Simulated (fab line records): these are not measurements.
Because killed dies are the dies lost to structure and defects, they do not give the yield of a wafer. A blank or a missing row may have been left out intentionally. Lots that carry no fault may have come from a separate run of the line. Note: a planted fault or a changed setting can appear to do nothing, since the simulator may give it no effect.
One fault through the eyes of 2 desks :: flow gf180mcu :: each desk has only its own numbers; what lay behind them comes last

## METROLOGY DESK
Lot by lot, what the gauges showed, no matter which tool ran the lot: averages of those sampled wafers that carry a number. A lot is out of limits, marked OUT, if its mean lies more than 4 standard deviations from the usual mean; the brackets give that distance.
Columns: A = VT_IMPLANT_2_TW at GF_VT_IMPLANT_TW_MEAS_21, usual 1226
lot: L666
first seen here: day 6 05:06
A: 1222

lot: L668
first seen here: day 6 17:06
A: 1231

lot: L669
first seen here: day 7 01:53
A: 1230

lot: L670
first seen here: day 7 05:32
A: 1226

lot: L671
first seen here: day 7 14:05
A: 1222

lot: L674
first seen here: day 8 10:44
A: 1230

lot: L675
first seen here: day 8 14:44
A: 1231

lot: L678
first seen here: day 9 08:49
A: 1215

lot: L679
first seen here: day 9 15:48
A: 1227

lot: L680
first seen here: day 10 00:00
A: 1230

lot: L681
first seen here: day 10 07:43
A: 1237

lot: L684
first seen here: day 10 23:09
A: 1198

lot: L687
first seen here: day 11 23:02
A: 1183 (-5.5) OUT

lot: L689
first seen here: day 12 13:32
A: 1223
This desk's result: L687 out of limits, first on L687 (VT_IMPLANT_2_TW at GF_VT_IMPLANT_TW_MEAS_21), day 11 23:02. Within limits: L666, L668, L669, L670, L671, L674, L675, L678, L679, L680, L681, L684, L689.

## AT THE TOOL OWNER'S DESK: implanter-03
For each lot that ran on this tool, the mean over its sampled wafers that have a number, from the tool's own readings at GF_VT_IMPLANT_IMPLANT_19. A lot is out of limits, marked OUT, if its mean lies more than 4 standard deviations from the usual mean; the brackets give that distance.
Columns: A = beam on s at GF_VT_IMPLANT_IMPLANT_19, usual 9.97 s; B = dose ions cm2 at GF_VT_IMPLANT_IMPLANT_19, usual 4.351e+12; C = faraday current uA at GF_VT_IMPLANT_IMPLANT_19, usual 24.6
lot: L669
first seen here: day 7 01:38
A: 9.79
B: 4.348e+12
C: 24.9

lot: L674
first seen here: day 8 10:31
A: 10.18
B: 4.346e+12
C: 24.1

lot: L679
first seen here: day 9 15:33
A: 9.75
B: 4.352e+12
C: 25.2

lot: L680
first seen here: day 9 23:46
A: 9.97
B: 4.352e+12
C: 24.7

lot: L684
first seen here: day 10 22:54
A: 10.03
B: 4.039e+12 (-69) OUT
C: 22.7 (-4.1) OUT

lot: L687
first seen here: day 11 22:47
A: 9.91
B: 4.033e+12 (-71) OUT
C: 22.9
This desk finds L684, L687 out of limits, L684 being first, at day 10 22:54 (dose ions cm2 at GF_VT_IMPLANT_IMPLANT_19). Within limits: L669, L674, L679, L680.

## PUT TOGETHER
At day 10 22:54, on L684, L687, the tool owner's desk was in a position to raise an alarm.
On L687, the metrology desk was in a position to raise an alarm at day 11 23:02.
The metrology desk has L684 on record, within its limits.
All the named lots went through GF_VT_IMPLANT_IMPLANT_19 on implanter-03.

## WHAT THE SIMULATOR PUT IN
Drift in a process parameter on implanter-03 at GF_VT_IMPLANT_IMPLANT_19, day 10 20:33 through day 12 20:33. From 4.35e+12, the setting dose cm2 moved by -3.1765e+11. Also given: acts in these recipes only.
Shown lots that were struck: L684, L687.
Hours from the fault's start to each desk's first reading out of limits: the tool owner's desk, 2; the metrology desk, 26.
